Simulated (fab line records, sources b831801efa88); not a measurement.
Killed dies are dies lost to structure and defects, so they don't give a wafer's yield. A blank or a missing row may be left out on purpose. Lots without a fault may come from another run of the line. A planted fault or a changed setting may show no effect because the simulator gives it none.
fab line records | flow gf180mcu
record lots=5 wafers=15 last_day=34
route steps=602 shown V5@548 TOP_METAL@567
lots that met no fault: from a run of the same line without faults
start_h: hours from the record's first day to the start of the lot's first wafer shown | wait_h: hours since the lot's step before | " the same as in the row above | L1.1+2: a row that stands for several wafers | - no value, or no start given | * or withheld: withheld | < > ~ a bound
route shown NAME@n: a module of which the file shows steps, and the number in the route of the first | usual: mean/standard deviation of fault-free wafers | same: alike in all rows | chamber/n: place in a boat | sites: the reading at each site | _std_site: their standard deviation | _edge_site: outer sites' mean less inner sites' | radius_mm: how far each site lies from the wafer's centre | mask NAME#n: copy n | behind: the tool/chamber that last shaped the wafer | hold: why the lot was held/for how many hours/how that ended | device: the transistor (n, p or np) that didn't switch | end of line: the same wafers' tests at the end of the route | a step without rows: its recipe alone | killed: dies lost to structure and defects at the first sort, not the wafer's yield | map: a wafer's dies, x killed, . not, _ none there
set.NAME: the setting as run; set.NAME@STEP: as run at that earlier step | model.NAME: the simulator's own value behind a step, which no gauge read
lots at some steps of the route; a table a step, a row a wafer
services: from which hour (start_h, from the record's first day; less than 0 if before it) a tool's chamber was out of use, for how many hours, and why
## steps
# step GF_V5_COAT_08
# recipe resist=BARC temp_c=withheld time_s=withheld spin_rpm=withheld resist_thk_nm=withheld
# usual dispense_pressure_kPa=45.93/0.18
# columns lot.wafer tool chamber start_h wait_h dispense_pressure_kPa
L077.3 litho_track-04 0 648.77 0.1 45.99
L077.4 " 0 " " 46.00
L077.5 " 0 " " 46.03
L078.2 litho_track-02 0 656.77 0.1 46.12
L078.4 " 0 " " 46.11
L078.5 " 0 " " 46.14
L082.1 litho_track-02 0 676.64 0.1 46.12
L082.2 " 0 " " 46.15
L082.6 " 0 " " 46.13
L087.2 litho_track-03 0 709.18 0.1 45.67
L087.3 " 0 " " 45.72
L087.5 " 0 " " 45.67
L097.2 litho_track-02 0 771.72 0.1 46.11
L097.3 " 0 " " 46.11
L097.5 " 0 " " 46.11
# step GF_V5_COAT_09
# recipe resist=KrF spin_rpm=withheld resist_thk_nm=1000
# usual dispense_pressure_kPa=45.93/0.18
# columns lot.wafer tool chamber start_h wait_h dispense_pressure_kPa
L077.3 litho_track-04 0 - - 45.94
L077.4 " 0 " " 45.95
L077.5 " 0 " " 45.94
L078.2 litho_track-02 0 - - 46.15
L078.4 " 0 " " 46.15
L078.5 " 0 " " 46.09
L082.1 litho_track-02 0 - - 46.12
L082.2 " 0 " " 46.11
L082.6 " 0 " " 46.09
L087.2 litho_track-03 0 - - 45.70
L087.3 " 0 " " 45.68
L087.5 " 0 " " 45.67
L097.2 litho_track-02 0 - - 46.11
L097.3 " 0 " " 46.08
L097.5 " 0 " " 46.11
# step GF_V5_SOFTBAKE_10
# recipe temp_c=130 time_s=60 resist=KrF
# columns lot.wafer tool chamber start_h wait_h
L077.3+4+5 litho_track-04 0 - -
L078.2+4+5 litho_track-02 0 - -
L082.1+2+6 litho_track-02 0 - -
L087.2+3+5 litho_track-03 0 - -
L097.2+3+5 litho_track-02 0 - -
# step GF_V5_EXPOSE_11
# recipe mask_id=Via5 target_cd_nm=260 na=0.68 source_shape=conventional sigma_outer=0.6 dose_mj=38
# columns lot.wafer tool chamber start_h wait_h mask
L077.3+4+5 krf_scanner-01 0 - - Via5#0
L078.2+4+5 krf_scanner-01 0 - - Via5#0
L082.1+2+6 krf_scanner-02 0 - - Via5#0
L087.2+3+5 krf_scanner-01 0 - - Via5#0
L097.2+3+5 krf_scanner-02 0 - - Via5#0
# step GF_V5_PEB_12
# recipe peb_temp_c=135 peb_time_s=90 resist=KrF
# columns lot.wafer tool chamber start_h wait_h
L077.3+4+5 litho_track-04 0 - -
L078.2+4+5 litho_track-03 0 - -
L082.1+2+6 litho_track-02 0 - -
L087.2+3+5 litho_track-03 0 - -
L097.2+3+5 litho_track-04 0 - -
# step GF_V5_DEVELOP_13
# recipe develop_time_s=60 resist=KrF dev_temp_c=21
# columns lot.wafer tool chamber start_h wait_h
L077.3+4+5 litho_track-04 0 658.87 0.1
L078.2+4+5 litho_track-03 0 667.23 0.2
L082.1+2+6 litho_track-02 0 686.39 0.2
L087.2+3+5 litho_track-03 0 718.23 0.2
L097.2+3+5 litho_track-04 0 779.64 0.2
# step GF_V5_CD_MEAS_14
# recipe target_cd_nm=260
# usual cd_nm=260.2/1.1
# columns lot.wafer tool chamber start_h wait_h cd_nm
L077.3 cd_sem-02 - 659.01 0.1 261.6
L077.4 " - " " 262.7
L077.5 " - " " 262.6
L078.2 cd_sem-01 - 667.37 0.1 259.7
L078.4 " - " " 260.4
L078.5 " - " " 260.7
L082.1 cd_sem-01 - 686.54 0.1 260.5
L082.2 " - " " 260.1
L082.6 " - " " 260.6
L087.2 cd_sem-02 - 718.37 0.1 261.1
L087.3 " - " " 261.8
L087.5 " - " " 261.6
L097.2 cd_sem-02 - 779.79 0.1 258.6
L097.3 " - " " 258.7
L097.5 " - " " 258.9
# step GF_V5_OVL_MEAS_15
# usual V5_OVL=-3/5.9
# columns lot.wafer tool chamber start_h wait_h V5_OVL[nm]
L077.3 overlay-02 - 659.10 0.1 -1
L077.4 " - " " 3
L077.5 " - " " -5
L078.2 overlay-02 - 667.48 0.1 3
L078.4 " - " " 6
L078.5 " - " " 9
L082.1 overlay-01 - 686.66 0.1 -3
L082.2 " - " " -13
L082.6 " - " " -6
L087.2 overlay-01 - 718.48 0.1 -12
L087.3 " - " " -16
L087.5 " - " " -16
L097.2 overlay-02 - 779.89 0.1 -3
L097.3 " - " " 1
L097.5 " - " " -4
# step GF_V5_ETCH_16
# recipe chemistry=N2/H2 target_depth_a=withheld overetch_a=withheld time_s=withheld target=BARC ion_energy_ev=200 source_w=500 bias_w=100 pressure_mtorr=30 n2_flow_sccm=100 h2_flow_sccm=200
# usual chamber_pressure_mTorr=30.000/0.029 drypump_motor_current_A=5.5/0.6 oes_product_au=0.854/0.0043 rf_fwd_power_W=495.0/1.9 throttle_valve_pct=13.225/0.009
# columns lot.wafer tool chamber start_h wait_h chamber_pressure_mTorr drypump_motor_current_A oes_product_au rf_fwd_power_W throttle_valve_pct
L077.3 rie_diel-04 1 659.13 0.0 29.993 6.2 0.849 492.9 13.229
L077.4 " 2 " " 29.969 5.4 0.851 498.8 13.213
L077.5 " 0 " " 30.019 5.3 0.858 494.7 13.223
L078.2 rie_diel-02 0 667.51 0.0 30.001 4.7 0.856 496.8 13.224
L078.4 " 2 " " 29.979 5.5 0.854 496.4 13.228
L078.5 " 3 " " 30.002 5.4 0.853 494.4 13.211
L082.1 rie_diel-01 3 686.70 0.0 30.001 6.1 0.854 494.5 13.231
L082.2 " 1 " " 30.026 5.0 0.855 496.6 13.228
L082.6 " 0 " " 29.975 5.6 0.855 495.7 13.229
L087.2 rie_diel-02 0 718.51 0.0 29.998 4.7 0.856 494.1 13.217
L087.3 " 1 " " 29.980 6.7 0.862 495.0 13.244
L087.5 " 3 " " 30.036 5.4 0.858 493.6 13.217
L097.2 rie_diel-04 2 779.92 0.0 30.053 5.4 0.856 497.3 13.220
L097.3 " 1 " " 30.026 6.3 0.853 491.9 13.224
L097.5 " 0 " " 30.029 5.2 0.858 492.7 13.221
# step GF_V5_ETCH_17
# recipe chemistry=C4F8/O2/Ar mask_material=KrF target=SiO2 stop_on=TiN source_w=1500 bias_w=1200 pressure_mtorr=40 c4f8_flow_sccm=withheld O2_flow_sccm=6 Ar_flow_sccm=300 time_s=withheld target_depth_a=8550
# usual chamber_pressure_mTorr=40.00/0.04 oes_product_au=0.859/0.0049 rf_fwd_power_W=1494/4.9
# columns lot.wafer tool chamber start_h wait_h chamber_pressure_mTorr oes_product_au rf_fwd_power_W
L077.3 rie_diel-04 1 - - 39.97 0.860 1500
L077.4 " 2 " " 39.99 0.862 1495
L077.5 " 0 " " 39.97 0.858 1490
L078.2 rie_diel-02 0 - - 40.00 0.870 1499
L078.4 " 2 " " 40.02 0.863 1498
L078.5 " 3 " " 40.03 0.861 1492
L082.1 rie_diel-01 3 - - 40.03 0.861 1498
L082.2 " 1 " " 40.02 0.870 1496
L082.6 " 0 " " 39.97 0.850 1495
L087.2 rie_diel-02 0 - - 40.04 0.862 1488
L087.3 " 1 " " 39.97 0.864 1497
L087.5 " 3 " " 40.01 0.857 1490
L097.2 rie_diel-04 2 - - 39.99 0.858 1496
L097.3 " 1 " " 40.00 0.858 1493
L097.5 " 0 " " 40.00 0.852 1498
# step GF_V5_STRIP_18
# recipe chemistry=O2/N2 power_w=1400 pressure_mtorr=1500 platen_temp_c=250 o2_flow_sccm=3000 n2_flow_sccm=300 overash_fraction=0.5
# usual chamber_pressure_mTorr=1500.2/1.4 drypump_motor_current_A=5.6/0.37 heater_power_w=348/19 oes_product_au=0.570/0.0051
# columns lot.wafer tool chamber start_h wait_h chamber_pressure_mTorr drypump_motor_current_A heater_power_w oes_product_au rf_hours_counter_h
L077.3 plasma_asher-03 1 659.31 - 1500.7 6.5 335 0.572 -
L077.4 " 0 " " 1499.9 5.2 353 0.573 -
L077.5 " 0 " " 1498.5 5.3 350 0.574 -
L078.2 plasma_asher-01 1 667.66 - 1497.8 5.1 316 0.567 106
L078.4 " 0 " " 1499.9 5.7 367 0.570 -
L078.5 " 0 " " 1499.4 5.7 372 0.576 -
L082.1 plasma_asher-01 1 686.85 - 1499.9 5.1 319 0.575 108
L082.2 " 0 " " 1499.9 5.7 367 0.572 108
L082.6 " 1 " " 1501.2 5.1 325 0.574 -
L087.2 plasma_asher-04 1 718.66 - 1500.5 5.8 365 0.571 94
L087.3 " 1 " " 1499.1 5.8 380 0.565 -
L087.5 " 0 " " 1499.4 5.5 344 0.573 -
L097.2 plasma_asher-01 1 780.08 - 1498.9 5.1 334 0.578 4
L097.3 " 0 " " 1500.1 5.7 366 0.571 -
L097.5 " 0 " " 1501.0 5.7 364 0.573 -
# step GF_V5_STRIP_19
# recipe chemistry=post_etch_residue_remover time_s=1200 temp_c=72.5
# columns lot.wafer tool chamber start_h wait_h
L077.3+4+5 wet_bench-01 0 659.38 0.0
L078.2+4+5 wet_bench-02 0 667.76 0.1
L082.1+2+6 wet_bench-02 1 686.95 0.1
L087.2+3+5 wet_bench-02 2 718.76 0.1
L097.2+3+5 wet_bench-01 0 780.18 0.1
# step GF_V5_CLEAN_20
# recipe chemistry=DIW dry=n2_spin
# columns lot.wafer tool chamber start_h wait_h
L077.3+4+5 wet_bench-01 0 659.79 0.0
L078.2+4+5 wet_bench-04 3 668.10 0.0
L082.1+2+6 wet_bench-04 1 687.40 0.0
L087.2+3+5 wet_bench-01 3 719.10 0.0
L097.2+3+5 wet_bench-04 3 780.52 0.0
# step GF_V5_SPUTTER_21
# recipe material=Ti target_thk_nm=15 chamber_pressure_pa=5 power_w=2500 substrate_temp_c=200 time_s=80.02
# usual throttle_valve_pct=29.4/1.5
# columns lot.wafer tool chamber start_h wait_h throttle_valve_pct
L077.3 pvd_sputter-03 - 659.90 0.0 32.0
L077.4 " - " " 29.3
L077.5 " - " " 28.7
L078.2 pvd_sputter-01 - 668.19 0.0 29.6
L078.4 " - " " 30.3
L078.5 " - " " 30.3
L082.1 pvd_sputter-03 - 687.50 0.0 27.6
L082.2 " - " " 28.8
L082.6 " - " " 29.4
L087.2 pvd_sputter-03 - 719.19 0.0 28.2
L087.3 " - " " 31.8
L087.5 " - " " 31.9
L097.2 pvd_sputter-03 - 780.61 0.0 27.8
L097.3 " - " " 28.9
L097.5 " - " " 27.8
# step GF_V5_SPUTTER_22
# recipe material=TiN target_thk_nm=10 chamber_pressure_pa=5 power_w=4000 time_s=40
# usual throttle_valve_pct=29.4/1.5
# columns lot.wafer tool chamber start_h wait_h throttle_valve_pct
L077.3 pvd_sputter-03 - 659.96 0.0 32.0
L077.4 " - " " 29.4
L077.5 " - " " 28.8
L078.2 pvd_sputter-01 - 668.26 0.0 29.6
L078.4 " - " " 30.3
L078.5 " - " " 30.4
L082.1 pvd_sputter-03 - 687.56 0.0 28.0
L082.2 " - " " 28.7
L082.6 " - " " 29.3
L087.2 pvd_sputter-03 - 719.25 0.0 28.8
L087.3 " - " " 32.2
L087.5 " - " " 31.9
L097.2 pvd_sputter-03 - 780.67 0.0 28.1
L097.3 " - " " 28.9
L097.5 " - " " 27.8
# step GF_V5_CVD_23
# recipe material=W target_thk_nm=350 time_s=104.9 temp_c=400 pressure_torr=40
# usual heater_power_w=809/140 susceptor_temp_C=400.01/0.2
# columns lot.wafer tool chamber start_h wait_h heater_power_w susceptor_temp_C
L077.3 cvd_w-02 0 660.07 0.1 644 399.77
L077.4 " 0 " " 630 400.25
L077.5 " 0 " " 632 400.02
L078.2 cvd_w-01 0 668.29 0.0 850 399.90
L078.4 " 0 " " 847 400.01
L078.5 " 1 " " 874 400.12
L082.1 cvd_w-02 1 687.60 0.0 942 399.99
L082.2 " 0 " " 648 399.61
L082.6 " 1 " " 987 399.91
L087.2 cvd_w-02 0 719.33 0.1 648 400.12
L087.3 " 0 " " 650 400.26
L087.5 " 0 " " 639 399.91
L097.2 cvd_w-01 1 780.71 0.0 883 400.18
L097.3 " 1 " " 892 400.07
L097.5 " 1 " " 873 399.66
# step GF_V5_RS_MEAS_24
# recipe thk_meas_gauge=four-point-probe reads=W_of_V5_CVD_23+TiN_of_V5_SPUTTER_22+Ti_of_V5_SPUTTER_21
# usual V5_W_RS=0.327/0.0033
# columns lot.wafer tool chamber start_h wait_h V5_W_RS[ohm/sq]
L077.3 film_metro-04 - 660.26 0.2 0.328
L077.4 " - " " 0.327
L077.5 " - " " 0.326
L078.2 film_metro-02 - 668.43 0.1 0.331
L078.4 " - " " 0.328
L078.5 " - " " 0.322
L082.1 film_metro-02 - 687.71 0.1 0.325
L082.2 " - " " 0.330
L082.6 " - " " 0.325
L087.2 film_metro-02 - 719.54 0.2 0.328
L087.3 " - " " 0.328
L087.5 " - " " 0.332
L097.2 film_metro-04 - 780.84 0.1 0.329
L097.3 " - " " 0.325
L097.5 " - " " 0.329
# step GF_V5_THK_MEAS_25
# recipe thk_meas_gauge=xrf reads=W_of_V5_CVD_23
# usual V5_W_THK=347/4.5
# columns lot.wafer tool chamber start_h wait_h V5_W_THK[nm]
L077.3 film_metro-04 - 660.36 0.1 348
L077.4 " - " " 346
L077.5 " - " " 349
L078.2 film_metro-02 - 668.54 0.1 341
L078.4 " - " " 342
L078.5 " - " " 351
L082.1 film_metro-02 - 687.83 0.1 346
L082.2 " - " " 341
L082.6 " - " " 347
L087.2 film_metro-02 - 719.65 0.1 344
L087.3 " - " " 348
L087.5 " - " " 341
L097.2 film_metro-04 - 780.95 0.1 347
L097.3 " - " " 350
L097.5 " - " " 346
# step GF_V5_CMP_26
# recipe stop_on=SiO2 down_force_psi=3.5 platen_rpm=60 t_overpolish_s=15 target_thk_nm=0 pad_velocity_m_s=0.94248
# usual motor_current_A=11.7/1.7 overpolish_run_s=15.001/0.0097 time_to_endpoint_s=85/5.1
# columns lot.wafer tool chamber start_h wait_h motor_current_A overpolish_run_s time_to_endpoint_s
L077.4 cmp-02 1 660.40 0.0 12.5 15.016 84
L077.3 " 0 " " 8.9 15.002 86
L077.5 " 1 " " 12.8 15.002 83
L078.2 cmp-01 0 668.80 0.3 12.3 15.016 84
L078.4 " 3 " " 12.4 14.998 86
L078.5 " 0 " " 12.7 14.990 90
L082.2 cmp-01 3 687.89 0.0 11.9 14.999 87
L082.1 " 2 " " 12.6 14.997 89
L082.6 " 3 " " 11.9 15.010 90
L087.3 cmp-02 0 719.70 0.0 8.3 15.010 87
L087.2 " 3 " " 9.6 14.983 79
L087.5 " 1 " " 12.9 15.019 83
L097.3 cmp-02 0 781.00 0.0 8.4 14.997 81
L097.2 " 1 " " 12.6 14.988 78
L097.5 " 0 " " 8.4 14.993 81
# step GF_TOP_METAL_SPUTTER_00
# recipe material=Ti target_thk_nm=37.5 arriving_ion_energy_ev=80 substrate_temp_c=200 chamber_pressure_pa=2 power_w=4000 time_s=150
# usual throttle_valve_pct=29.9/1.3
# columns lot.wafer tool chamber start_h wait_h throttle_valve_pct
L077.3 pvd_sputter-03 - 660.70 0.1 28.1
L077.4 " - " " 29.4
L077.5 " - " " 28.7
L078.2 pvd_sputter-04 - 669.10 0.2 31.1
L078.4 " - " " 29.9
L078.5 " - " " 30.9
L082.1 pvd_sputter-04 - 688.19 0.1 30.6
L082.2 " - " " 29.8
L082.6 " - " " 29.9
L087.2 pvd_sputter-03 - 720.00 0.1 28.6
L087.3 " - " " 29.2
L087.5 " - " " 28.4
L097.2 pvd_sputter-03 - 781.30 0.2 29.2
L097.3 " - " " 31.7
L097.5 " - " " 31.9
# step GF_TOP_METAL_SPUTTER_01
# recipe material=TiN target_thk_nm=30 power_w=6500 time_s=25 chamber_pressure_pa=0.4
# usual throttle_valve_pct=29.9/1.3
# columns lot.wafer tool chamber start_h wait_h throttle_valve_pct
L077.3 pvd_sputter-03 - 660.80 0.1 27.9
L077.4 " - " " 29.3
L077.5 " - " " 28.7
L078.2 pvd_sputter-04 - 669.20 0.1 31.3
L078.4 " - " " 29.6
L078.5 " - " " 30.7
L082.1 pvd_sputter-04 - 688.29 0.1 31.1
L082.2 " - " " 29.7
L082.6 " - " " 29.8
L087.2 pvd_sputter-03 - 720.10 0.1 28.7
L087.3 " - " " 29.4
L087.5 " - " " 28.5
L097.2 pvd_sputter-03 - 781.40 0.1 29.4
L097.3 " - " " 31.9
L097.5 " - " " 32.0
# step GF_TOP_METAL_SPUTTER_02
# recipe material=AlCu target_thk_nm=900 power_w=10600 chamber_pressure_pa=0.3 substrate_temp_c=250 gas=Ar time_s=47.82
# usual throttle_valve_pct=29.9/1.3
# columns lot.wafer tool chamber start_h wait_h throttle_valve_pct
L077.3 pvd_sputter-03 - 660.83 0.0 27.9
L077.4 " - " " 29.4
L077.5 " - " " 28.7
L078.2 pvd_sputter-04 - 669.23 0.0 31.1
L078.4 " - " " 30.1
L078.5 " - " " 30.8
L082.1 pvd_sputter-04 - 688.32 0.0 31.3
L082.2 " - " " 29.7
L082.6 " - " " 29.8
L087.2 pvd_sputter-03 - 720.13 0.0 28.6
L087.3 " - " " 29.4
L087.5 " - " " 28.6
L097.2 pvd_sputter-03 - 781.43 0.0 29.6
L097.3 " - " " 31.9
L097.5 " - " " 32.4
# step GF_TOP_METAL_SPUTTER_03
# recipe material=Ti target_thk_nm=5 substrate_temp_c=300 chamber_pressure_pa=0.3 power_w=3000 time_s=3.3
# usual throttle_valve_pct=29.9/1.3
# columns lot.wafer tool chamber start_h wait_h throttle_valve_pct
L077.3 pvd_sputter-03 - 660.87 0.0 27.8
L077.4 " - " " 29.2
L077.5 " - " " 28.6
L078.2 pvd_sputter-04 - 669.27 0.0 30.9
L078.4 " - " " 29.9
L078.5 " - " " 30.7
L082.1 pvd_sputter-04 - 688.36 0.0 30.7
L082.2 " - " " 30.1
L082.6 " - " " 29.8
L087.2 pvd_sputter-03 - 720.17 0.0 28.6
L087.3 " - " " 29.4
L087.5 " - " " 28.4
L097.2 pvd_sputter-03 - 781.48 0.0 29.1
L097.3 " - " " 31.9
L097.5 " - " " 32.0
# step GF_TOP_METAL_SPUTTER_04
# recipe material=TiN target_thk_nm=25 power_w=6500 time_s=20.8 chamber_pressure_pa=0.4
# usual throttle_valve_pct=29.9/1.3
# columns lot.wafer tool chamber start_h wait_h throttle_valve_pct
L077.3 pvd_sputter-03 - 660.89 0.0 27.8
L077.4 " - " " 29.1
L077.5 " - " " 28.7
L078.2 pvd_sputter-04 - 669.29 0.0 31.2
L078.4 " - " " 30.1
L078.5 " - " " 30.8
L082.1 pvd_sputter-04 - 688.38 0.0 30.5
L082.2 " - " " 30.0
L082.6 " - " " 29.9
L087.2 pvd_sputter-03 - 720.19 0.0 28.8
L087.3 " - " " 29.5
L087.5 " - " " 28.6
L097.2 pvd_sputter-03 - 781.50 0.0 29.4
L097.3 " - " " 31.8
L097.5 " - " " 32.1
# step GF_TOP_METAL_RS_MEAS_05
# recipe thk_meas_gauge=four-point-probe reads=TiN_of_TOP_METAL_SPUTTER_04+Ti_of_TOP_METAL_SPUTTER_03+AlCu_of_TOP_METAL_SPUTTER_02+TiN_of_TOP_METAL_SPUTTER_01+Ti_of_TOP_METAL_SPUTTER_00
# usual TOP_METAL_ALCU_RS=0.0330/0.00042
# columns lot.wafer tool chamber start_h wait_h TOP_METAL_ALCU_RS[ohm/sq]
L077.3 film_metro-01 - 660.96 0.1 0.0332
L077.4 " - " " 0.0336
L077.5 " - " " 0.0336
L078.2 film_metro-02 - 669.34 0.0 0.0327
L078.4 " - " " 0.0325
L078.5 " - " " 0.0335
L082.1 film_metro-03 - 688.41 0.0 0.0338
L082.2 " - " " 0.0330
L082.6 " - " " 0.0330
L087.2 film_metro-03 - 720.24 0.0 0.0325
L087.3 " - " " 0.0327
L087.5 " - " " 0.0328
L097.2 film_metro-03 - 781.54 0.0 0.0333
L097.3 " - " " 0.0327
L097.5 " - " " 0.0326
# step GF_TOP_METAL_THK_MEAS_06
# recipe thk_meas_gauge=xrf reads=AlCu_of_TOP_METAL_SPUTTER_02
# usual TOP_METAL_ALCU_THK=902/12
# columns lot.wafer tool chamber start_h wait_h TOP_METAL_ALCU_THK[nm]
L077.3 film_metro-01 - 661.06 0.1 898
L077.4 " - " " 881
L077.5 " - " " 879
L078.2 film_metro-02 - 669.45 0.1 903
L078.4 " - " " 905
L078.5 " - " " 881
L082.1 film_metro-03 - 688.53 0.1 883
L082.2 " - " " 897
L082.6 " - " " 905
L087.2 film_metro-03 - 720.35 0.1 919
L087.3 " - " " 915
L087.5 " - " " 911
L097.2 film_metro-03 - 781.65 0.1 898
L097.3 " - " " 912
L097.5 " - " " 909
# step GF_TOP_METAL_DEHYDRATE_07
# recipe temp_c=200 time_s=60
# columns lot.wafer tool chamber start_h wait_h
L077.3+4+5 litho_track-03 0 669.80 8.7
L078.2+4+5 litho_track-02 0 677.82 8.4
L082.1+2+6 litho_track-03 0 697.25 8.7
L087.2+3+5 litho_track-03 0 728.73 8.4
L097.2+3+5 litho_track-01 0 788.46 6.8
# step GF_TOP_METAL_HMDS_08
# recipe prime_time_s=60 prime_temp_c=120
# usual prime_temp_c=120.01/0.13
# columns lot.wafer tool chamber start_h wait_h prime_temp_c
L077.3 litho_track-03 0 669.95 0.1 120.19
L077.4 " 0 " " 120.12
L077.5 " 0 " " 120.25
L078.2 litho_track-02 0 677.97 0.1 119.94
L078.4 " 0 " " 119.97
L078.5 " 0 " " 120.02
L082.1 litho_track-03 0 697.40 0.1 119.81
L082.2 " 0 " " 120.11
L082.6 " 0 " " 120.07
L087.2 litho_track-03 0 728.88 0.1 119.88
L087.3 " 0 " " 120.10
L087.5 " 0 " " 119.78
L097.2 litho_track-01 0 788.61 0.1 120.06
L097.3 " 0 " " 120.00
L097.5 " 0 " " 120.07
# step GF_TOP_METAL_COAT_09
# recipe resist=NOVOLAK spin_rpm=3000 resist_thk_nm=1500
# usual dispense_pressure_kPa=49/3.2
# columns lot.wafer tool chamber start_h wait_h dispense_pressure_kPa
L077.3 litho_track-03 0 670.10 0.1 46
L077.4 " 0 " " 46
L077.5 " 0 " " 46
L078.2 litho_track-02 0 678.12 0.1 46
L078.4 " 0 " " 46
L078.5 " 0 " " 46
L082.1 litho_track-03 0 697.55 0.1 46
L082.2 " 0 " " 46
L082.6 " 0 " " 46
L087.2 litho_track-03 0 729.03 0.1 46
L087.3 " 0 " " 46
L087.5 " 0 " " 46
L097.2 litho_track-01 0 788.76 0.1 52
L097.3 " 0 " " 52
L097.5 " 0 " " 52
# step GF_TOP_METAL_SOFTBAKE_10
# recipe temp_c=90 time_s=60 resist=NOVOLAK
# columns lot.wafer tool chamber start_h wait_h
L077.3+4+5 litho_track-03 0 670.25 0.1
L078.2+4+5 litho_track-02 0 678.27 0.1
L082.1+2+6 litho_track-03 0 697.70 0.1
L087.2+3+5 litho_track-03 0 729.18 0.1
L097.2+3+5 litho_track-01 0 788.91 0.1
# step GF_TOP_METAL_EXPOSE_11
# recipe mask_id=MetalTop target_cd_nm=440 na=0.6 source_shape=conventional sigma_outer=0.6 dose_mj=170
# columns lot.wafer tool chamber start_h wait_h mask
L077.3+4+5 iline_stepper-02 0 - - MetalTop#0
L078.2+4+5 iline_stepper-01 0 - - MetalTop#0
L082.1+2+6 iline_stepper-01 0 - - MetalTop#0
L087.2+3+5 iline_stepper-02 0 - - MetalTop#0
L097.2+3+5 iline_stepper-01 0 - - MetalTop#0
# step GF_TOP_METAL_PEB_12
# recipe temp_c=withheld time_s=* resist=NOVOLAK
# columns lot.wafer tool chamber start_h wait_h
L077.3+4+5 litho_track-02 0 - -
L078.2+4+5 litho_track-03 0 - -
L082.1+2+6 litho_track-02 0 - -
L087.2+3+5 litho_track-01 0 - -
L097.2+3+5 litho_track-03 0 - -
# step GF_TOP_METAL_DEVELOP_13
# recipe develop_time_s=60 dev_temp_c=23
# columns lot.wafer tool chamber start_h wait_h
L077.3+4+5 litho_track-02 0 679.79 0.1
L078.2+4+5 litho_track-03 0 687.83 0.1
L082.1+2+6 litho_track-02 0 707.49 0.1
L087.2+3+5 litho_track-01 0 737.96 0.1
L097.2+3+5 litho_track-03 0 796.08 0.1
# step GF_TOP_METAL_CD_MEAS_14
# recipe target_cd_nm=440
# usual cd_nm=439.7/2.4
# columns lot.wafer tool chamber start_h wait_h cd_nm
L077.3 cd_sem-02 - 679.93 0.1 439.2
L077.4 " - " " 441.9
L077.5 " - " " 442.2
L078.2 cd_sem-02 - 687.97 0.1 439.0
L078.4 " - " " 435.7
L078.5 " - " " 436.6
L082.1 cd_sem-01 - 707.64 0.1 441.9
L082.2 " - " " 442.7
L082.6 " - " " 440.3
L087.2 cd_sem-02 - 738.10 0.1 438.6
L087.3 " - " " 438.6
L087.5 " - " " 443.1
L097.2 cd_sem-01 - 796.22 0.1 438.3
L097.3 " - " " 435.8
L097.5 " - " " 440.0
# step GF_TOP_METAL_OVL_MEAS_15
# usual TOP_METAL_OVL=-0.1/1.4
# columns lot.wafer tool chamber start_h wait_h TOP_METAL_OVL[nm]
L077.3 overlay-02 - 680.03 0.1 0.7
L077.4 " - " " 1.6
L077.5 " - " " 1.7
L078.2 overlay-01 - 688.08 0.1 0.8
L078.4 " - " " 1.5
L078.5 " - " " 0.6
L082.1 overlay-02 - 707.76 0.1 1.0
L082.2 " - " " -0.3
L082.6 " - " " 0.9
L087.2 overlay-02 - 738.21 0.1 -0.3
L087.3 " - " " -0.1
L087.5 " - " " -0.5
L097.2 overlay-01 - 796.33 0.1 -1.9
L097.3 " - " " -1.9
L097.5 " - " " -0.4
## services
# columns tool chamber start_h hours kind
rie_diel-02 3 641.70 4.6 repair
rie_diel-04 - 641.86 5.7 repair
cvd_w-02 1 651.43 12.2 repair
cvd_w-02 - 662.13 6.9 pm
pvd_sputter-04 - 663.54 1.7 repair
cmp-02 - 663.64 7.6 repair
krf_scanner-01 - 683.56 1.3 pm
iline_stepper-01 - 683.65 1.7 pm
krf_scanner-01 - 685.27 1.0 pm
pvd_sputter-04 - 688.91 6.0 repair
cmp-02 - 699.23 2.0 repair
rie_diel-02 1 706.17 4.2 repair
cvd_w-02 1 710.45 9.0 repair
rie_diel-04 0 712.56 4.9 repair
krf_scanner-01 - 715.49 2.4 repair
krf_scanner-01 - 722.70 0.8 pm
pvd_sputter-03 - 732.10 8.5 repair
plasma_asher-01 - 733.75 9.0 pm
cmp-02 - 744.22 4.0 pm
plasma_asher-01 - 750.29 0.6 repair
iline_stepper-01 - 758.90 8.7 repair
rie_diel-04 - 762.94 0.9 repair
rie_diel-04 3 765.44 4.2 repair
krf_scanner-01 - 774.55 0.9 repair
## key
fault none
